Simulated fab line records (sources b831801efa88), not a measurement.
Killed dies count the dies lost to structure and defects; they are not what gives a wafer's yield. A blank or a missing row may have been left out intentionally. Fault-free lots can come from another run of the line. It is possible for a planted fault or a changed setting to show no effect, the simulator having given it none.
Which tool did it?	flow sky130	36 wafers from 12 lots sampled at 6 of the route's 708 steps

== WHAT THE GAUGES SHOWED, per wafer ==
SKY_FIELD_ISO_THK_MEAS_25.
lot	measured	on	FIELD_ISO_CVD_24_THK (nm)
L738	day 2 05:11	film_metro-01	595 596 595
L739	day 2 12:32	film_metro-03	593 608 605
L742	day 3 03:31	film_metro-03	600 609 600
L743	day 3 08:21	film_metro-02	596 604 583
L744	day 3 12:10	film_metro-01	605 598 605
L748	day 4 09:37	film_metro-03	601 587 593
L751	day 5 03:45	film_metro-02	601 593 602
L754	day 5 18:03	film_metro-01	596 599 598
L753	day 5 18:04	film_metro-03	595 592 598
L755	day 5 23:30	film_metro-03	602 598 599
L759	day 6 20:10	film_metro-03	600 590 605
L760	day 7 04:44	film_metro-01	592 603 597

SKY_NWELL_TW_MEAS_15.
lot	measured	on	NWELL_TW
L738	day 4 07:46	film_metro-01	1837 1835 1837
L739	day 4 17:31	film_metro-03	1813 1822 1809
L742	day 5 14:52	film_metro-03	1833 1839 1828
L743	day 5 17:09	film_metro-03	1827 1833 1822
L744	day 5 22:18	film_metro-01	1823 1823 1825
L748	day 7 00:14	film_metro-03	1820 1811 1809
L751	day 7 16:16	film_metro-01	1817 1814 1821
L754	day 8 09:45	film_metro-03	1678 1681 1686 1674 1678 1681
L753	day 8 09:25	film_metro-01	1828 1834 1822
L755	day 8 15:31	film_metro-01	1681 1687 1680 1675 1688 1678
L759	day 9 15:28	film_metro-04	1813 1815 1821
L760	day 10 01:37	film_metro-04	1831 1831 1831

SKY_NWELL_RS_MEAS_29: measures by four-point-probe.
lot	measured	on	NWELL_RS (ohm/sq)
L738	day 5 00:56	film_metro-04	621.8 621.8 623.9
L739	day 5 11:23	film_metro-03	626.1 624.8 629.4
L742	day 6 09:29	film_metro-01	625.1 625.5 626.2
L743	day 6 11:37	film_metro-04	623.7 622.5 625.9
L744	day 6 17:37	film_metro-03	625.6 623.8 623.9
L748	day 7 20:05	film_metro-01	625.1 624.3 624.1
L751	day 8 13:13	film_metro-01	623.4 622.3 622.3
L754	day 9 07:07	film_metro-01	719.8 718.3 719.0 719.7 718.7 721.1
L753	day 9 06:29	film_metro-03	626.4 624.7 627.3
L755	day 9 12:22	film_metro-04	716.7 718.9 717.4 715.8 715.8 719.9
L759	day 10 13:57	film_metro-04	624.0 622.6 623.3
L760	day 11 00:45	film_metro-01	623.8 624.0 624.6

SKY_VT_ADJUST_HVTR_TW_MEAS_11.
lot	measured	on	VT_ADJUST_HVTR_TW
L738	day 9 02:14	film_metro-04	212.2 211.1 210.0
L739	day 9 13:29	film_metro-03	212.0 211.2 211.2
L742	day 10 16:29	film_metro-04	212.1 212.2 212.1
L743	day 10 17:37	film_metro-03	212.2 213.2 213.1
L744	day 11 01:40	film_metro-04	211.8 211.6 213.4
L748	day 12 08:53	film_metro-01	212.4 210.9 212.4
L751	day 13 06:41	film_metro-04	210.6 210.6 211.0
L753	day 14 04:44	film_metro-01	211.2 211.8 211.0
L759	day 15 22:30	film_metro-04	212.1 211.7 211.9
L760	day 16 12:14	film_metro-04	209.4 210.4 210.9

SKY_VT_ADJUST_PCH_OVL_MEAS_07.
lot	measured	on	VT_ADJUST_PCH_OVL (nm)
L738	day 9 21:37	overlay-02	0.0 0.2 0.6
L739	day 10 10:26	overlay-02	0.3 0.6 -0.2
L742	day 11 15:19	overlay-01	-2.1 0.0 -1.4
L743	day 11 16:40	overlay-01	-0.9 -2.2 -3.5
L744	day 12 00:55	overlay-01	1.3 -1.6 -2.0
L748	day 13 09:29	overlay-01	0.8 1.6 0.8
L751	day 14 08:16	overlay-02	-0.7 -1.9 0.5
L753	day 15 07:46	overlay-02	-0.5 -0.8 -0.8
L759	day 17 03:05	overlay-02	-0.1 -0.2 -0.5
L760	day 17 16:59	overlay-01	-1.0 0.2 -0.9

== WHICH TOOL RAN EACH LOT (tool, then ch and the chambers of the sampled wafers, then the start) ==
lot	SKY_NWELL_IMPLANT_11
L738	implanter-03 ch 0, day 4 07:14
L739	implanter-04 ch 0, day 4 16:59
L742	implanter-01 ch 0, day 5 14:20
L743	implanter-03 ch 0, day 5 16:36
L744	implanter-01 ch 0, day 5 21:45
L748	implanter-04 ch 0, day 6 23:40
L751	implanter-04 ch 0, day 7 15:45
L754	implanter-01 ch 0, day 8 09:12
L753	implanter-04 ch 0, day 8 08:53
L755	implanter-01 ch 0, day 8 14:58
L759	implanter-03 ch 0, day 9 14:57
L760	implanter-03 ch 0, day 10 01:06
- SKY_NWELL_IMPLANT_11

== WHAT THE TOOLS THEMSELVES READ (means of the sampled wafers that have a number; where no wafer has one, the mark that the record gives instead) ==
SKY_NWELL_IMPLANT_11.
lot	tool	beam_on_s (s)	faraday_current_uA
L738	implanter-03	10.01	107.2
L739	implanter-04	10.02	106.9
L742	implanter-01	9.87	108.3
L743	implanter-03	9.83	108.6
L744	implanter-01	9.82	108.9
L748	implanter-04	9.96	107.6
L751	implanter-04	10.08	106.4
L754	implanter-01	7.73	138.6
L753	implanter-04	9.88	108.5
L755	implanter-01	7.90	135.2
L759	implanter-03	10.09	106.2
L760	implanter-03	10.01	106.9

== THE ANSWER, worked out from the rows above alone ==
Rule: the lots themselves supply what counts as usual. Put in order of their means at a reading, lots are off if they are a third of the lots or fewer, leave a main group of 4 or more, and stand apart from it by a gap of 3 or more times the standard deviation of the main group's means; of several such gaps the widest counts. A main group whose means are all the same, to the digits that the tables above print for the reading, isn't used. A lot without any number at a reading at which 4 lots or more have one is off too. Where the step has rows for the other lots, those lots are counted as sound. First the gauges in route order, then the tools' own readings, where a lot's mean is used as printed above. The first step at which some lot is off is used, and at that step the reading that is off furthest; a lot without a number counts as furthest.
Off: L754, L755, seen at SKY_NWELL_TW_MEAS_15 (NWELL_TW). For the main group the mean is 1824 and the standard deviation 7.9.
If a tool, at a process step before that reading, ran all the lots that are off and no sound lot after the first of them, it fits. Not tried: the gauges at SKY_NWELL_TW_MEAS_15; whatever is off there is also off at SKY_NWELL_IMPLANT_11, on other tools, and gauge error can't account for it. One fits: SKY_NWELL_IMPLANT_11 on implanter-01. Its last sound lot is L744 (day 5 21:45), its first lot that is off L754 (day 8 09:12): a fault that began between those two fits.
The tool's own readings at SKY_NWELL_IMPLANT_11 bear it out: on the lots that are off they differ by more than 5 times the standard deviation of the sound lots' means. beam_on_s reads 7.82 s there against 9.96 s on the sound lots; faraday_current_uA reads 136.9 there against 107.5 on the sound lots.

== WHAT THE SIMULATOR HAD PUT IN ==
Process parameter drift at SKY_NWELL_IMPLANT_11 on implanter-01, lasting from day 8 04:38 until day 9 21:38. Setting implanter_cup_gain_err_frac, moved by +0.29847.
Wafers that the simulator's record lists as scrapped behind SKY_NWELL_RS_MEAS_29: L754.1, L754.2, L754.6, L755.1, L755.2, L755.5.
Struck lots among those shown: L754, L755. The rule above reached the same finding.
